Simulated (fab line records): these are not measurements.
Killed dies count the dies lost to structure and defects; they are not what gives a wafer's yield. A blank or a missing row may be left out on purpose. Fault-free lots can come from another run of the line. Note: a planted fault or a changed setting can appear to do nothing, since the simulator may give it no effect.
fab line records    flow sky130
record: lots: 24  wafers: 72  last_day: 50
route steps=708 shown LI_CONTACT@383 LOCAL_INTERCONNECT@398 CONTACT@411 METAL3@536 VIA3@597
lots with no fault: from the same line, run without faults
start_h: start of the lot's first displayed wafer, in hours after the record's first day    wait_h: hours since the lot's step before    " the same as in the row above    L1.1+2: a single row standing in for several wafers    - either no value or no given start    * or withheld: withheld    < > ~ a bound
route shown NAME@n: a module of which the file shows steps, and the number in the route of the first    usual: the fault-free wafers' mean and standard deviation    same: alike in all rows    chamber/n: place in a boat    sites: each site's reading    _std_site: the standard deviation of these    _edge_site: inner sites' mean taken away from outer sites' mean    radius_mm: how far each site lies from the wafer's centre    mask NAME#n: copy n    behind: the tool/chamber that last shaped the wafer    hold: what put the lot on hold/how long, in hours/how the hold closed    device: the transistor (n, p or np) that didn't switch    end of line: tests of these same wafers at the route's end    where a step has no rows: the recipe by itself    killed: dies lost to structure and defects at the first sort, not the wafer's yield    map: a wafer's dies, marking killed ones x, the rest . and places with no die _
set.NAME: the setting as run; set.NAME@STEP: as run at that earlier step    model.NAME: the simulator's own value behind a step, which no gauge read
steps of the route over a sample of lots; a table a step, a row a wafer
services: from which hour (start_h, from the record's first day; less than 0 if before it) a tool's chamber was out of use, for how many hours, and why
== steps ==
step: SKY_LI_CONTACT_CVD_21
recipe: material: W  target_thk_nm: 400  time_s: 120.56  temp_c: 400  pressure_torr: 40
usual: heater_power_w: 823/56
lot.wafer  tool      chamber  start_h  wait_h  heater_power_w
L074.4     cvd_w-02  0        682.44   0.1     894
L074.5     "         0        "        "       865
L074.6     "         1        "        "       764
L075.1     cvd_w-01  0        698.37   0.0     861
L075.2     "         1        "        "       785
L075.6     "         0        "        "       834
L076.1     cvd_w-01  1        712.19   0.0     788
L076.4     "         1        "        "       783
L076.6     "         1        "        "       793
L077.4     cvd_w-02  0        715.38   0.1     892
L077.5     "         1        "        "       766
L077.6     "         0        "        "       901
L078.2     cvd_w-01  0        716.14   0.0     832
L078.5     "         0        "        "       829
L078.6     "         1        "        "       787
L079.2     cvd_w-02  0        735.72   0.0     894
L079.4     "         0        "        "       890
L079.6     "         0        "        "       897
L080.2     cvd_w-01  1        753.29   0.0     796
L080.4     "         0        "        "       858
L080.5     "         1        "        "       796
L082.1     cvd_w-01  1        755.72   0.0     812
L082.5     "         1        "        "       792
L082.6     "         0        "        "       858
L081.3     cvd_w-01  0        759.68   0.1     848
L081.5     "         0        "        "       839
L081.6     "         1        "        "       803
L083.2     cvd_w-01  0        764.44   0.0     852
L083.3     "         0        "        "       845
L083.4     "         1        "        "       776
L084.2     cvd_w-01  1        776.77   0.0     783
L084.3     "         0        "        "       839
L084.5     "         1        "        "       781
L086.2     cvd_w-02  1        777.77   0.0     743
L086.4     "         0        "        "       907
L086.5     "         0        "        "       900
L087.1     cvd_w-02  0        779.42   0.0     903
L087.4     "         0        "        "       893
L087.6     "         0        "        "       886
L085.2     cvd_w-01  1        779.79   0.0     802
L085.3     "         1        "        "       789
L085.4     "         0        "        "       837
L088.1     cvd_w-02  0        791.52   0.0     896
L088.4     "         0        "        "       901
L088.5     "         1        "        "       759
L089.3     cvd_w-02  0        799.62   0.1     902
L089.4     "         1        "        "       761
L089.6     "         1        "        "       760
L090.3     cvd_w-01  0        802.47   0.1     836
L090.4     "         1        "        "       817
L090.5     "         0        "        "       855
L091.2     cvd_w-02  1        818.06   0.0     765
L091.3     "         1        "        "       752
L091.6     "         0        "        "       921
L092.3     cvd_w-01  0        825.68   0.1     885
L092.5     "         1        "        "       803
L092.6     "         0        "        "       837
L094.1     cvd_w-02  1        828.60   0.0     772
L094.3     "         0        "        "       906
L094.5     "         1        "        "       765
L093.1     cvd_w-02  1        831.56   0.0     766
L093.2     "         0        "        "       913
L093.4     "         1        "        "       762
L095.2     cvd_w-01  0        843.82   0.0     828
L095.3     "         1        "        "       787
L095.5     "         0        "        "       839
L096.1     cvd_w-02  1        844.97   0.0     777
L096.2     "         0        "        "       898
L096.4     "         1        "        "       765
L097.1     cvd_w-02  1        852.95   0.0     764
L097.4     "         0        "        "       910
L097.5     "         0        "        "       906
step: SKY_LOCAL_INTERCONNECT_CD_MEAS_11
recipe: target_cd_nm: 170
usual: cd_nm: 170.4/1.4
lot.wafer  tool       chamber  start_h  wait_h  cd_nm
L074.4     cd_sem-02  -        712.23   -       171.1
L074.5     "          -        "        "       170.6
L074.6     "          -        "        "       171.0
L075.1     cd_sem-02  -        726.00   -       171.4
L075.2     "          -        "        "       171.8
L075.6     "          -        "        "       170.9
L076.1     cd_sem-01  -        739.71   -       169.7
L076.4     "          -        "        "       170.7
L076.6     "          -        "        "       171.3
L077.4     cd_sem-01  -        743.32   -       170.6
L077.5     "          -        "        "       170.6
L077.6     "          -        "        "       170.1
L078.2     cd_sem-01  -        744.28   -       169.2
L078.5     "          -        "        "       168.9
L078.6     "          -        "        "       168.1
L079.2     cd_sem-02  -        762.88   -       172.2
L079.4     "          -        "        "       172.9
L079.6     "          -        "        "       174.3
L080.2     cd_sem-01  -        781.79   -       170.9
L080.4     "          -        "        "       171.6
L080.5     "          -        "        "       171.4
L082.1     cd_sem-01  -        783.32   -       170.2
L082.5     "          -        "        "       170.3
L082.6     "          -        "        "       170.8
L081.3     cd_sem-02  -        787.25   -       170.6
L081.5     "          -        "        "       169.8
L081.6     "          -        "        "       171.0
L083.2     cd_sem-01  -        792.28   -       170.5
L083.3     "          -        "        "       170.3
L083.4     "          -        "        "       171.7
L084.2     cd_sem-02  -        803.93   -       170.5
L084.3     "          -        "        "       170.3
L084.5     "          -        "        "       171.6
L086.2     cd_sem-01  -        805.88   -       169.9
L086.4     "          -        "        "       170.9
L086.5     "          -        "        "       170.8
L087.1     cd_sem-01  -        807.41   -       170.5
L087.4     "          -        "        "       172.8
L087.6     "          -        "        "       170.8
L085.2     cd_sem-01  -        807.73   -       167.5
L085.3     "          -        "        "       166.8
L085.4     "          -        "        "       167.4
L088.1     cd_sem-01  -        819.11   -       168.4
L088.4     "          -        "        "       168.8
L088.5     "          -        "        "       169.7
L089.3     cd_sem-01  -        827.25   -       169.3
L089.4     "          -        "        "       169.4
L089.6     "          -        "        "       169.5
L090.3     cd_sem-02  -        829.10   -       170.1
L090.4     "          -        "        "       170.7
L090.5     "          -        "        "       169.0
L091.2     cd_sem-01  -        845.23   -       171.5
L091.3     "          -        "        "       170.6
L091.6     "          -        "        "       170.5
L092.3     cd_sem-02  -        853.20   -       166.8
L092.5     "          -        "        "       168.6
L092.6     "          -        "        "       166.3
L094.1     cd_sem-01  -        856.11   -       171.4
L094.3     "          -        "        "       174.7
L094.5     "          -        "        "       170.6
L093.1     cd_sem-01  -        858.26   -       170.6
L093.2     "          -        "        "       169.7
L093.4     "          -        "        "       169.5
L095.2     cd_sem-01  -        869.98   -       168.9
L095.3     "          -        "        "       171.6
L095.5     "          -        "        "       169.7
L096.1     cd_sem-01  -        871.62   -       171.2
L096.2     "          -        "        "       171.1
L096.4     "          -        "        "       170.9
L097.1     cd_sem-02  -        879.33   -       169.9
L097.4     "          -        "        "       168.8
L097.5     "          -        "        "       172.5
step: SKY_CONTACT_BOW_MEAS_05
recipe: mode: bow
usual: CONTACT_BOW: 82/8
lot.wafer  tool           chamber  start_h  wait_h  CONTACT_BOW[um]
L074.4     film_metro-03  -        713.66   0.2     79
L074.5     "              -        "        "       70
L074.6     "              -        "        "       95
L075.1     film_metro-03  -        727.61   0.1     80
L075.2     "              -        "        "       81
L075.6     "              -        "        "       77
L076.1     film_metro-02  -        741.21   0.1     78
L076.4     "              -        "        "       91
L076.6     "              -        "        "       84
L077.4     film_metro-02  -        745.05   0.3     94
L077.5     "              -        "        "       89
L077.6     "              -        "        "       82
L078.2     film_metro-01  -        749.61   0.2     91
L078.5     "              -        "        "       87
L078.6     "              -        "        "       88
L079.2     film_metro-02  -        764.51   0.3     78
L079.4     "              -        "        "       81
L079.6     "              -        "        "       72
L080.2     film_metro-03  -        783.63   0.3     82
L080.4     "              -        "        "       81
L080.5     "              -        "        "       84
L082.1     film_metro-02  -        784.71   0.1     84
L082.5     "              -        "        "       93
L082.6     "              -        "        "       83
L081.3     film_metro-03  -        788.63   0.2     78
L081.5     "              -        "        "       80
L081.6     "              -        "        "       88
L083.2     film_metro-01  -        793.66   0.2     78
L083.3     "              -        "        "       82
L083.4     "              -        "        "       72
L084.2     film_metro-02  -        805.31   0.1     83
L084.3     "              -        "        "       67
L084.5     "              -        "        "       75
L086.2     film_metro-03  -        807.36   0.1     80
L086.4     "              -        "        "       72
L086.5     "              -        "        "       84
L087.1     film_metro-01  -        809.14   0.1     85
L087.4     "              -        "        "       85
L087.6     "              -        "        "       78
L085.2     film_metro-03  -        809.23   0.1     83
L085.3     "              -        "        "       69
L085.4     "              -        "        "       71
L088.1     film_metro-03  -        820.52   0.2     76
L088.4     "              -        "        "       85
L088.5     "              -        "        "       85
L089.3     film_metro-02  -        828.76   0.3     93
L089.4     "              -        "        "       80
L089.6     "              -        "        "       83
L090.3     film_metro-01  -        830.50   0.2     96
L090.4     "              -        "        "       90
L090.5     "              -        "        "       90
L091.2     film_metro-03  -        846.61   0.2     65
L091.3     "              -        "        "       83
L091.6     "              -        "        "       73
L092.3     film_metro-03  -        854.63   0.3     89
L092.5     "              -        "        "       76
L092.6     "              -        "        "       92
L094.1     film_metro-01  -        857.50   0.2     79
L094.3     "              -        "        "       79
L094.5     "              -        "        "       80
L093.1     film_metro-02  -        859.65   0.1     77
L093.2     "              -        "        "       88
L093.4     "              -        "        "       91
L095.2     film_metro-01  -        871.39   0.2     84
L095.3     "              -        "        "       86
L095.5     "              -        "        "       80
L096.1     film_metro-03  -        873.01   0.2     79
L096.2     "              -        "        "       82
L096.4     "              -        "        "       66
L097.1     film_metro-01  -        880.72   0.2     74
L097.4     "              -        "        "       82
L097.5     "              -        "        "       67
step: SKY_CONTACT_SPUTTER_23
recipe: material: TiN  target_thk_nm: 20  chamber_pressure_pa: 5  power_w: 4000  time_s: 80
usual: throttle_valve_pct: 30.2/0.95
lot.wafer  tool            chamber  start_h  wait_h  throttle_valve_pct
L074.4     pvd_sputter-04  -        741.64   0.0     29.7
L074.5     "               -        "        "       29.8
L074.6     "               -        "        "       31.3
L075.1     pvd_sputter-03  -        755.41   0.0     28.4
L075.2     "               -        "        "       28.5
L075.6     "               -        "        "       30.8
L076.1     pvd_sputter-03  -        769.33   0.0     30.7
L076.4     "               -        "        "       28.6
L076.6     "               -        "        "       30.4
L077.4     pvd_sputter-01  -        773.36   0.0     30.3
L077.5     "               -        "        "       30.1
L077.6     "               -        "        "       29.8
L078.2     pvd_sputter-03  -        776.99   0.0     28.5
L078.5     "               -        "        "       28.7
L078.6     "               -        "        "       30.8
L079.2     pvd_sputter-01  -        792.39   0.0     30.7
L079.4     "               -        "        "       30.6
L079.6     "               -        "        "       30.0
L080.2     pvd_sputter-03  -        811.12   0.0     30.8
L080.4     "               -        "        "       28.6
L080.5     "               -        "        "       30.3
L082.1     pvd_sputter-04  -        811.44   0.0     31.3
L082.5     "               -        "        "       30.7
L082.6     "               -        "        "       31.3
L081.3     pvd_sputter-03  -        816.23   0.0     28.5
L081.5     "               -        "        "       28.6
L081.6     "               -        "        "       30.6
L083.2     pvd_sputter-03  -        821.40   0.0     30.7
L083.3     "               -        "        "       28.5
L083.4     "               -        "        "       28.2
L084.2     pvd_sputter-04  -        832.50   0.0     31.6
L084.3     "               -        "        "       29.7
L084.5     "               -        "        "       31.0
L086.2     pvd_sputter-03  -        834.70   0.0     28.5
L086.4     "               -        "        "       28.7
L086.5     "               -        "        "       28.6
L087.1     pvd_sputter-03  -        836.96   0.0     28.5
L087.4     "               -        "        "       28.7
L087.6     "               -        "        "       30.2
L085.2     pvd_sputter-04  -        837.31   0.0     31.2
L085.3     "               -        "        "       29.9
L085.4     "               -        "        "       30.9
L088.1     pvd_sputter-01  -        847.67   0.0     30.8
L088.4     "               -        "        "       31.0
L088.5     "               -        "        "       30.8
L089.3     pvd_sputter-04  -        856.30   0.0     30.9
L089.4     "               -        "        "       31.0
L089.6     "               -        "        "       31.4
L090.3     pvd_sputter-03  -        857.22   0.0     28.6
L090.4     "               -        "        "       28.3
L090.5     "               -        "        "       30.7
L091.2     pvd_sputter-03  -        873.60   0.0     28.7
L091.3     "               -        "        "       28.5
L091.6     "               -        "        "       30.6
L092.3     pvd_sputter-04  -        881.69   0.0     31.2
L092.5     "               -        "        "       29.8
L092.6     "               -        "        "       31.0
L094.1     pvd_sputter-03  -        884.39   0.0     30.3
L094.3     "               -        "        "       28.7
L094.5     "               -        "        "       28.6
L093.1     pvd_sputter-01  -        886.41   0.0     30.7
L093.2     "               -        "        "       29.8
L093.4     "               -        "        "       30.7
L095.2     pvd_sputter-04  -        897.61   0.0     29.9
L095.3     "               -        "        "       31.1
L095.5     "               -        "        "       29.8
L096.1     pvd_sputter-01  -        899.26   0.0     30.8
L096.2     "               -        "        "       30.1
L096.4     "               -        "        "       30.9
L097.1     pvd_sputter-01  -        907.53   0.0     30.7
L097.4     "               -        "        "       29.8
L097.5     "               -        "        "       30.7
step: SKY_METAL3_SPUTTER_04
recipe: material: TiN  target_thk_nm: 70  power_w: 6500  time_s: 58.3  chamber_pressure_pa: 0.4
usual: throttle_valve_pct: 29.7/0.96
lot.wafer  tool            chamber  start_h  wait_h  throttle_valve_pct
L074.4     pvd_sputter-03  -        856.17   0.0     28.7
L074.5     "               -        "        "       28.6
L074.6     "               -        "        "       30.8
L075.1     pvd_sputter-02  -        869.19   0.0     30.6
L075.2     "               -        "        "       30.0
L075.6     "               -        "        "       29.8
L076.1     pvd_sputter-01  -        883.40   0.0     29.9
L076.4     "               -        "        "       30.2
L076.6     "               -        "        "       30.8
L077.4     pvd_sputter-03  -        886.12   0.0     28.6
L077.5     "               -        "        "       28.5
L077.6     "               -        "        "       28.7
L078.2     pvd_sputter-03  -        888.33   0.0     30.4
L078.5     "               -        "        "       30.1
L078.6     "               -        "        "       30.7
L079.2     pvd_sputter-01  -        902.91   0.0     30.8
L079.4     "               -        "        "       29.6
L079.6     "               -        "        "       31.1
L080.2     pvd_sputter-03  -        920.61   0.0     30.3
L080.4     "               -        "        "       28.7
L080.5     "               -        "        "       28.6
L082.1     pvd_sputter-03  -        921.56   0.0     28.3
L082.5     "               -        "        "       28.6
L082.6     "               -        "        "       30.2
L081.3     pvd_sputter-03  -        925.96   0.0     28.7
L081.5     "               -        "        "       28.5
L081.6     "               -        "        "       28.3
L083.2     pvd_sputter-02  -        931.32   0.0     28.4
L083.3     "               -        "        "       30.6
L083.4     "               -        "        "       29.5
L084.2     pvd_sputter-03  -        940.51   0.0     28.8
L084.3     "               -        "        "       30.2
L084.5     "               -        "        "       28.7
L086.2     pvd_sputter-01  -        942.86   0.0     30.3
L086.4     "               -        "        "       30.1
L086.5     "               -        "        "       30.7
L087.1     pvd_sputter-01  -        944.38   0.0     30.7
L087.4     "               -        "        "       30.9
L087.6     "               -        "        "       30.0
L085.2     pvd_sputter-02  -        946.29   0.0     30.0
L085.3     "               -        "        "       27.8
L085.4     "               -        "        "       30.5
L088.1     pvd_sputter-03  -        954.47   0.0     30.9
L088.4     "               -        "        "       28.7
L088.5     "               -        "        "       28.4
L089.3     pvd_sputter-01  -        963.32   0.0     29.9
L089.4     "               -        "        "       30.7
L089.6     "               -        "        "       30.8
L090.3     pvd_sputter-02  -        963.51   0.0     29.5
L090.4     "               -        "        "       28.4
L090.5     "               -        "        "       30.6
L091.2     pvd_sputter-03  -        978.56   0.0     30.1
L091.3     "               -        "        "       28.3
L091.6     "               -        "        "       28.6
L092.3     pvd_sputter-03  -        987.25   0.0     28.3
L092.5     "               -        "        "       28.5
L092.6     "               -        "        "       30.2
L094.1     pvd_sputter-02  -        989.70   0.0     28.0
L094.3     "               -        "        "       29.6
L094.5     "               -        "        "       30.1
L093.1     pvd_sputter-03  -        991.37   0.0     30.2
L093.2     "               -        "        "       28.7
L093.4     "               -        "        "       28.6
L095.2     pvd_sputter-02  -        1001.41  0.0     28.1
L095.3     "               -        "        "       30.3
L095.5     "               -        "        "       28.0
L097.1     pvd_sputter-02  -        1010.08  0.0     29.8
L097.4     "               -        "        "       29.7
L097.5     "               -        "        "       30.2
L096.1     pvd_sputter-02  -        1012.61  0.0     28.0
L096.2     "               -        "        "       30.2
L096.4     "               -        "        "       29.7
step: SKY_VIA3_CMP_24
recipe: stop_on: SiO2  t_overpolish_s: 20  down_force_psi: 3.5  platen_rpm: 60  target_thk_nm: 0  pad_velocity_m_s: 0.94248
usual: motor_current_A: 11.0/0.92  overpolish_run_s: 20.001/0.0083  time_to_endpoint_s: 94/5.6
same: t_overpolish_s: 20
lot.wafer  tool    chamber  start_h  wait_h  motor_current_A  overpolish_run_s  time_to_endpoint_s
L074.4     cmp-01  1        936.62   0.4     12.5             19.991            92
L074.6     "       2        "        "       9.7              20.003            99
L074.5     "       3        "        "       12.2             20.019            96
L075.2     cmp-02  3        947.09   0.0     12.0             20.000            83
L075.1     "       0        "        "       9.7              20.004            86
L075.6     "       3        "        "       11.3             20.007            82
L076.4     cmp-02  1        961.89   0.0     10.3             20.005            96
L076.1     "       2        "        "       11.6             19.998            91
L076.6     "       1        "        "       10.7             19.995            96
L077.4     cmp-02  3        963.48   0.1     10.9             20.003            89
L077.6     "       2        "        "       11.4             20.000            89
L077.5     "       3        "        "       11.2             19.986            88
L078.2     cmp-01  1        965.39   0.0     12.6             19.992            90
L078.6     "       1        "        "       11.5             19.995            88
L078.5     "       2        "        "       10.1             20.002            100
L079.2     cmp-01  1        979.01   0.1     12.4             19.998            87
L079.4     "       2        "        "       9.9              20.001            93
L079.6     "       3        "        "       12.5             20.002            93
L080.4     cmp-01  2        995.59   0.1     10.0             20.020            100
L080.2     "       3        "        "       12.2             19.983            98
L080.5     "       0        "        "       10.4             19.999            102
L082.1     cmp-01  3        996.52   0.2     11.9             19.994            93
L082.6     "       0        "        "       10.3             19.999            98
L082.5     "       1        "        "       11.6             19.993            88
L081.3     cmp-02  0        1000.37  0.1     9.9              20.005            85
L081.6     "       2        "        "       12.3             20.005            85
L081.5     "       3        "        "       11.4             20.003            88
L083.3     cmp-02  0        1006.69  0.0     9.6              19.992            90
L083.2     "       1        "        "       10.7             19.999            100
L083.4     "       3        "        "       11.6             20.003            90
L084.3     cmp-01  2        1015.43  0.1     9.9              19.992            97
L084.2     "       3        "        "       12.7             20.008            98
L084.5     "       0        "        "       10.7             20.006            98
L086.4     cmp-01  3        1018.12  0.1     11.9             20.007            98
L086.2     "       0        "        "       10.2             20.012            100
L086.5     "       2        "        "       10.1             19.991            105
L087.1     cmp-02  3        1019.47  0.1     11.4             20.018            89
L087.4     "       1        "        "       10.6             20.003            103
L087.6     "       0        "        "       10.1             20.012            92
L085.2     cmp-01  0        1020.56  0.1     11.0             20.009            98
L085.4     "       1        "        "       12.0             19.988            87
L085.3     "       2        "        "       9.7              19.995            96
L088.1     cmp-01  3        1027.03  0.1     11.7             19.987            98
L088.4     "       2        "        "       9.5              19.994            98
L088.5     "       0        "        "       10.7             19.985            96
L089.3     cmp-02  3        1036.05  0.0     11.6             20.002            84
L089.4     "       0        "        "       9.7              20.008            88
L089.6     "       3        "        "       11.2             20.009            87
L090.3     cmp-01  3        1036.56  0.1     12.3             20.005            98
L090.4     "       0        "        "       10.8             20.000            102
L090.5     "       3        "        "       12.3             20.013            97
L091.3     cmp-02  0        1051.07  0.1     9.7              19.999            93
L091.2     "       1        "        "       11.3             19.994            97
L091.6     "       2        "        "       11.8             20.010            87
L092.3     cmp-02  1        1059.36  0.2     10.8             20.009            97
L092.6     "       2        "        "       11.8             19.985            91
L092.5     "       3        "        "       11.1             20.001            84
L094.3     cmp-01  3        1060.78  0.1     12.2             19.993            98
L094.1     "       0        "        "       9.9              20.002            99
L094.5     "       2        "        "       9.8              20.001            101
L093.2     cmp-01  0        1061.58  0.0     10.0             19.999            101
L093.1     "       1        "        "       12.0             19.983            97
L093.4     "       3        "        "       12.0             20.011            104
L095.2     cmp-01  2        1071.32  0.0     10.3             19.991            97
L095.3     "       0        "        "       10.4             19.991            98
L095.5     "       2        "        "       9.7              19.997            98
L097.1     cmp-01  3        1078.92  0.1     12.5             20.005            96
L097.4     "       1        "        "       11.7             19.983            89
L097.5     "       3        "        "       12.2             19.999            92
L096.4     cmp-01  0        1080.62  0.0     10.9             19.999            98
L096.2     "       1        "        "       11.3             20.001            88
L096.1     "       2        "        "       10.2             20.003            99
== services ==
tool            chamber  start_h  hours  kind
cvd_w-01        0        665.45   4.4    repair
cmp-02          -        671.84   0.8    repair
cmp-01          -        673.90   6.7    repair
cmp-02          -        674.67   2.6    repair
cmp-02          -        677.73   74.2   repair
cmp-01          -        678.71   1.3    repair
cmp-02          -        712.73   1.7    repair
cmp-01          -        744.99   4.0    pm
cvd_w-02        0        749.05   15.7   repair
cmp-01          -        762.83   2.1    repair
cvd_w-01        -        789.59   0.8    repair
cvd_w-01        -        794.94   1.8    repair
pvd_sputter-01  -        812.03   4.0    repair
cmp-01          -        819.02   3.5    pm
cvd_w-01        1        831.61   6.7    repair
cvd_w-01        -        868.38   0.6    repair
cvd_w-01        -        904.00   14.0   pm
cmp-02          -        905.69   4.5    repair
cmp-01          -        918.87   0.9    repair
cmp-01          -        943.80   5.8    pm
cvd_w-02        -        951.56   0.9    repair
cvd_w-02        -        1027.07  2.8    pm
cvd_w-02        1        1039.32  1.8    repair
cvd_w-02        -        1053.63  6.9    pm
== key ==
fault none
